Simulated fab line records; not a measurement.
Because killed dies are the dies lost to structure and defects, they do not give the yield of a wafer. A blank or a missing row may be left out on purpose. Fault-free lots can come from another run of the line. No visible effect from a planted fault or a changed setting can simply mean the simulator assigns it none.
Which tool did it? :: flow gf180mcu :: Sampling: 12 lots, 36 wafers, 5 of 602 route steps

WHAT EACH GAUGE READ, for each wafer
GF_V4_THK_MEAS_01. Usual: V4_CVD_00_THK 599 nm, standard deviation 6.6.
lot: L306
measured: day 23 03:26
on: film_metro-02
V4_CVD_00_THK (nm): 591 590 591
flag: 

lot: L307
measured: day 23 10:38
on: film_metro-04
V4_CVD_00_THK (nm): 605 604 600
flag: 

lot: L308
measured: day 23 22:41
on: film_metro-04
V4_CVD_00_THK (nm): 602 605 601
flag: 

lot: L309
measured: day 24 05:02
on: film_metro-02
V4_CVD_00_THK (nm): 612 612 603
flag: 

lot: L311
measured: day 24 22:59
on: film_metro-04
V4_CVD_00_THK (nm): 599 599 595
flag: 

lot: L312
measured: day 25 13:05
on: film_metro-03
V4_CVD_00_THK (nm): 599 595 590
flag: 

lot: L313
measured: day 26 02:13
on: film_metro-04
V4_CVD_00_THK (nm): 603 604 605
flag: 

lot: L316
measured: day 26 22:42
on: film_metro-04
V4_CVD_00_THK (nm): 590 595 591
flag: 

lot: L318
measured: day 27 15:22
on: film_metro-02
V4_CVD_00_THK (nm): 599 611 598
flag: 

lot: L322
measured: day 29 01:25
on: film_metro-03
V4_CVD_00_THK (nm): 591 597 590
flag: 

lot: L326
measured: day 29 17:49
on: film_metro-02
V4_CVD_00_THK (nm): 606 597 591
flag: 

lot: L325
measured: day 29 17:41
on: film_metro-03
V4_CVD_00_THK (nm): 582 598 588
flag: 

TOOL THAT RAN EACH LOT (tool first, then ch and the chambers of the sampled wafers, then the start)
lot: L306
GF_STI_ETCH_13: rie_diel-01 ch 1,2,3, day 2 01:53
GF_STI_STRIP_15: plasma_asher-03 ch 0,1, day 2 02:02
GF_V2_CVD_02: pecvd-04 ch 0,2, day 18 22:02
GF_M4_SPUTTER_04: pvd_sputter-03, day 22 03:29

lot: L307
GF_STI_ETCH_13: rie_diel-02 ch 1,2, day 2 07:10
GF_STI_STRIP_15: plasma_asher-02 ch 0,1, day 2 07:19
GF_V2_CVD_02: pecvd-02 ch 0,2, day 19 06:18
GF_M4_SPUTTER_04: pvd_sputter-03, day 22 11:31

lot: L308
GF_STI_ETCH_13: rie_diel-01 ch 1,2,3, day 2 11:47
GF_STI_STRIP_15: plasma_asher-02 ch 0,1, day 2 11:56
GF_V2_CVD_02: pecvd-04 ch 0,2, day 19 19:59
GF_M4_SPUTTER_04: pvd_sputter-04, day 22 23:11

lot: L309
GF_STI_ETCH_13: rie_diel-01 ch 0,1,2, day 2 17:50
GF_STI_STRIP_15: plasma_asher-02 ch 0,1, day 2 17:59
GF_V2_CVD_02: pecvd-01 ch 0,1,2, day 20 00:53
GF_M4_SPUTTER_04: pvd_sputter-04, day 23 04:32

lot: L311
GF_STI_ETCH_13: rie_diel-03 ch 0,3, day 3 02:56
GF_STI_STRIP_15: plasma_asher-01 ch 0,1, day 3 03:05
GF_V2_CVD_02: pecvd-04 ch 0,1,2, day 20 22:19
GF_M4_SPUTTER_04: pvd_sputter-03, day 23 23:56

lot: L312
GF_STI_ETCH_13: rie_diel-03 ch 0,3, day 3 08:37
GF_STI_STRIP_15: plasma_asher-01 ch 0,1, day 3 08:46
GF_V2_CVD_02: pecvd-04 ch 1,2, day 21 14:05
GF_M4_SPUTTER_04: pvd_sputter-04, day 24 14:59

lot: L313
GF_STI_ETCH_13: rie_diel-02 ch 1,3, day 3 14:34
GF_STI_STRIP_15: plasma_asher-01 ch 0,1, day 3 14:43
GF_V2_CVD_02: pecvd-01 ch 1,2, day 22 04:08
GF_M4_SPUTTER_04: pvd_sputter-03, day 25 03:59

lot: L316
GF_STI_ETCH_13: rie_diel-02 ch 1,2, day 4 05:43
GF_STI_STRIP_15: plasma_asher-02 ch 0,1, day 4 05:52
GF_V2_CVD_02: pecvd-01 ch 0,1, day 23 01:53
GF_M4_SPUTTER_04: pvd_sputter-02, day 26 01:24

lot: L318
GF_STI_ETCH_13: rie_diel-03 ch 0,2,3, day 4 15:57
GF_STI_STRIP_15: plasma_asher-01 ch 0,1, day 4 16:07
GF_V2_CVD_02: pecvd-04 ch 0,2, day 23 20:41
GF_M4_SPUTTER_04: pvd_sputter-03, day 26 18:11

lot: L322
GF_STI_ETCH_13: rie_diel-02 ch 0,2,3, day 5 12:38
GF_STI_STRIP_15: plasma_asher-03 ch 0,1, day 5 12:47
GF_V2_CVD_02: pecvd-01 ch 1,2, day 25 09:44
GF_M4_SPUTTER_04: pvd_sputter-02, day 28 05:35

lot: L326
GF_STI_ETCH_13: rie_diel-02 ch 1,2, day 6 07:18
GF_STI_STRIP_15: plasma_asher-02 ch 0,1, day 6 07:28
GF_V2_CVD_02: pecvd-02 ch 0,1, day 26 05:14
GF_M4_SPUTTER_04: pvd_sputter-03, day 28 22:08

lot: L325
GF_STI_ETCH_13: rie_diel-01 ch 2,3, day 6 07:31
GF_STI_STRIP_15: plasma_asher-03 ch 0,1, day 6 07:42
GF_V2_CVD_02: pecvd-04 ch 0,1,2, day 26 04:25
GF_M4_SPUTTER_04: pvd_sputter-04, day 28 21:44
- GF_STI_ETCH_13: etches the open film in CHF3/O2, stops on Si, target depth 282.31 nm, time 112.9 s.
- GF_STI_STRIP_15: strips in O2/N2.
- GF_V2_CVD_02: deposits SiO2 from TEOS, target thk 850 nm, time 94.851 s.
- GF_M4_SPUTTER_04: material TiN, target thk 50 nm, time 41.7 s.

WHAT THE TOOLS THEMSELVES READ (means of the sampled wafers that have a number; where no wafer has one, the mark that the record gives instead)
GF_STI_ETCH_13. Usual: bias_w 200.0 W, standard deviation 0.62; drypump_motor_current_A 5.5 A, standard deviation 0.46; oes_product_au 0.831 a.u., standard deviation 0.0062; throttle_valve_pct 8.809 %, standard deviation 0.0096.
lot: L306
tool: rie_diel-01
bias_w (W): 200.2
drypump_motor_current_A (A): 5.9
oes_product_au (a.u.): 0.835
throttle_valve_pct (%): 8.808
flag: 

lot: L307
tool: rie_diel-02
bias_w (W): 200.0
drypump_motor_current_A (A): 5.3
oes_product_au (a.u.): 0.829
throttle_valve_pct (%): 8.806
flag: 

lot: L308
tool: rie_diel-01
bias_w (W): 200.0
drypump_motor_current_A (A): 5.9
oes_product_au (a.u.): 0.837
throttle_valve_pct (%): 8.817
flag: 

lot: L309
tool: rie_diel-01
bias_w (W): 200.4
drypump_motor_current_A (A): 5.7
oes_product_au (a.u.): 0.835
throttle_valve_pct (%): 8.797
flag: 

lot: L311
tool: rie_diel-03
bias_w (W): 199.6
drypump_motor_current_A (A): 5.3
oes_product_au (a.u.): 0.834
throttle_valve_pct (%): 8.809
flag: 

lot: L312
tool: rie_diel-03
bias_w (W): 199.6
drypump_motor_current_A (A): 5.3
oes_product_au (a.u.): 0.832
throttle_valve_pct (%): 8.806
flag: 

lot: L313
tool: rie_diel-02
bias_w (W): 199.8
drypump_motor_current_A (A): 5.5
oes_product_au (a.u.): 0.828
throttle_valve_pct (%): 8.812
flag: 

lot: L316
tool: rie_diel-02
bias_w (W): 200.5
drypump_motor_current_A (A): 5.1
oes_product_au (a.u.): 0.833
throttle_valve_pct (%): 8.818
flag: 

lot: L318
tool: rie_diel-03
bias_w (W): 187.5
drypump_motor_current_A (A): 5.4
oes_product_au (a.u.): 0.825
throttle_valve_pct (%): 8.803
flag: OFF

lot: L322
tool: rie_diel-02
bias_w (W): 199.7
drypump_motor_current_A (A): 5.3
oes_product_au (a.u.): 0.834
throttle_valve_pct (%): 8.801
flag: 

lot: L326
tool: rie_diel-02
bias_w (W): 200.6
drypump_motor_current_A (A): 5.4
oes_product_au (a.u.): 0.832
throttle_valve_pct (%): 8.801
flag: 

lot: L325
tool: rie_diel-01
bias_w (W): 199.8
drypump_motor_current_A (A): 5.7
oes_product_au (a.u.): 0.835
throttle_valve_pct (%): 8.801
flag: 

GF_STI_STRIP_15. Usual: drypump_motor_current_A 6.11 A, standard deviation 0.22; heater_power_w 340 W, standard deviation 35; oes_product_au 0.384 a.u., standard deviation 0.0046; strip_time_to_endpoint_s 3.72 s, standard deviation 0.05.
lot: L306
tool: plasma_asher-03
drypump_motor_current_A (A): 6.23
heater_power_w (W): 311
oes_product_au (a.u.): 0.383
strip_time_to_endpoint_s (s): 3.72
flag: 

lot: L307
tool: plasma_asher-02
drypump_motor_current_A (A): 6.21
heater_power_w (W): 369
oes_product_au (a.u.): 0.382
strip_time_to_endpoint_s (s): 3.71
flag: 

lot: L308
tool: plasma_asher-02
drypump_motor_current_A (A): 6.27
heater_power_w (W): 376
oes_product_au (a.u.): 0.384
strip_time_to_endpoint_s (s): 3.74
flag: 

lot: L309
tool: plasma_asher-02
drypump_motor_current_A (A): 6.15
heater_power_w (W): 366
oes_product_au (a.u.): 0.384
strip_time_to_endpoint_s (s): 3.73
flag: 

lot: L311
tool: plasma_asher-01
drypump_motor_current_A (A): 5.84
heater_power_w (W): 354
oes_product_au (a.u.): 0.382
strip_time_to_endpoint_s (s): 3.76
flag: 

lot: L312
tool: plasma_asher-01
drypump_motor_current_A (A): 5.90
heater_power_w (W): 338
oes_product_au (a.u.): 0.383
strip_time_to_endpoint_s (s): 3.74
flag: 

lot: L313
tool: plasma_asher-01
drypump_motor_current_A (A): 5.90
heater_power_w (W): 335
oes_product_au (a.u.): 0.384
strip_time_to_endpoint_s (s): 3.73
flag: 

lot: L316
tool: plasma_asher-02
drypump_motor_current_A (A): 6.24
heater_power_w (W): 370
oes_product_au (a.u.): 0.386
strip_time_to_endpoint_s (s): 3.70
flag: 

lot: L318
tool: plasma_asher-01
drypump_motor_current_A (A): 5.82
heater_power_w (W): 352
oes_product_au (a.u.): 0.385
strip_time_to_endpoint_s (s): 3.78
flag: 

lot: L322
tool: plasma_asher-03
drypump_motor_current_A (A): 6.20
heater_power_w (W): 315
oes_product_au (a.u.): 0.385
strip_time_to_endpoint_s (s): 3.70
flag: 

lot: L326
tool: plasma_asher-02
drypump_motor_current_A (A): 6.19
heater_power_w (W): 361
oes_product_au (a.u.): 0.383
strip_time_to_endpoint_s (s): 3.71
flag: 

lot: L325
tool: plasma_asher-03
drypump_motor_current_A (A): 6.19
heater_power_w (W): 312
oes_product_au (a.u.): 0.387
strip_time_to_endpoint_s (s): 3.76
flag: 

GF_V2_CVD_02. Usual: heater_power_w at 686 W, with a standard deviation of 99.
lot: L306
tool: pecvd-04
heater_power_w (W): 664
flag: 

lot: L307
tool: pecvd-02
heater_power_w (W): 672
flag: 

lot: L308
tool: pecvd-04
heater_power_w (W): 677
flag: 

lot: L309
tool: pecvd-01
heater_power_w (W): 743
flag: 

lot: L311
tool: pecvd-04
heater_power_w (W): 645
flag: 

lot: L312
tool: pecvd-04
heater_power_w (W): 675
flag: 

lot: L313
tool: pecvd-01
heater_power_w (W): 762
flag: 

lot: L316
tool: pecvd-01
heater_power_w (W): 789
flag: 

lot: L318
tool: pecvd-04
heater_power_w (W): 731
flag: 

lot: L322
tool: pecvd-01
heater_power_w (W): 745
flag: 

lot: L326
tool: pecvd-02
heater_power_w (W): 671
flag: 

lot: L325
tool: pecvd-04
heater_power_w (W): 676
flag: 

GF_M4_SPUTTER_04. Usual: throttle_valve_pct at 29.9 %, with a standard deviation of 1.2.
lot: L306
tool: pvd_sputter-03
throttle_valve_pct (%): 29.7
flag: 

lot: L307
tool: pvd_sputter-03
throttle_valve_pct (%): 29.0
flag: 

lot: L308
tool: pvd_sputter-04
throttle_valve_pct (%): 30.4
flag: 

lot: L309
tool: pvd_sputter-04
throttle_valve_pct (%): 31.0
flag: 

lot: L311
tool: pvd_sputter-03
throttle_valve_pct (%): 29.8
flag: 

lot: L312
tool: pvd_sputter-04
throttle_valve_pct (%): 31.1
flag: 

lot: L313
tool: pvd_sputter-03
throttle_valve_pct (%): 29.3
flag: 

lot: L316
tool: pvd_sputter-02
throttle_valve_pct (%): 28.9
flag: 

lot: L318
tool: pvd_sputter-03
throttle_valve_pct (%): 29.3
flag: 

lot: L322
tool: pvd_sputter-02
throttle_valve_pct (%): 30.0
flag: 

lot: L326
tool: pvd_sputter-03
throttle_valve_pct (%): 28.2
flag: 

lot: L325
tool: pvd_sputter-04
throttle_valve_pct (%): 31.1
flag: 

THE ANSWER, worked out from the rows above alone
Rule: take the mean of a lot's wafers that have a number; if it is more than 3 standard deviations from the usual mean, the lot is off. Also off: a lot with no number at a reading for which 4 or more lots have one. All remaining lots with rows at the step are treated as sound. First the gauges in route order, then the tools' own readings, where a lot's mean is used as printed above. At the first step where some lot is off, the reading lying furthest off is the one used; lots without a number count as furthest.
Off: L318, at GF_STI_ETCH_13 (bias_w).
A tool fits if, at that step or a process step before it, it ran every lot that is off, and no sound lot after the first of them. One candidate fits, namely rie_diel-03 at GF_STI_ETCH_13. A fault onset in the window from L312 (day 3 08:37, its last sound lot) to L318 (day 4 15:57, its first lot off) fits.
The tool's own readings at GF_STI_ETCH_13 bear it out: on the lots that are off they differ by more than 5 times the standard deviation of the sound lots' means. bias_w reads 187.5 W there against 200.0 W on the sound lots.

WHAT THE SIMULATOR HAD INSERTED
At GF_STI_ETCH_13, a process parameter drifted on rie_diel-03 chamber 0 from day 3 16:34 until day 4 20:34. Setting bias_w, moved by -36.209, from 200. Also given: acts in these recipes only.
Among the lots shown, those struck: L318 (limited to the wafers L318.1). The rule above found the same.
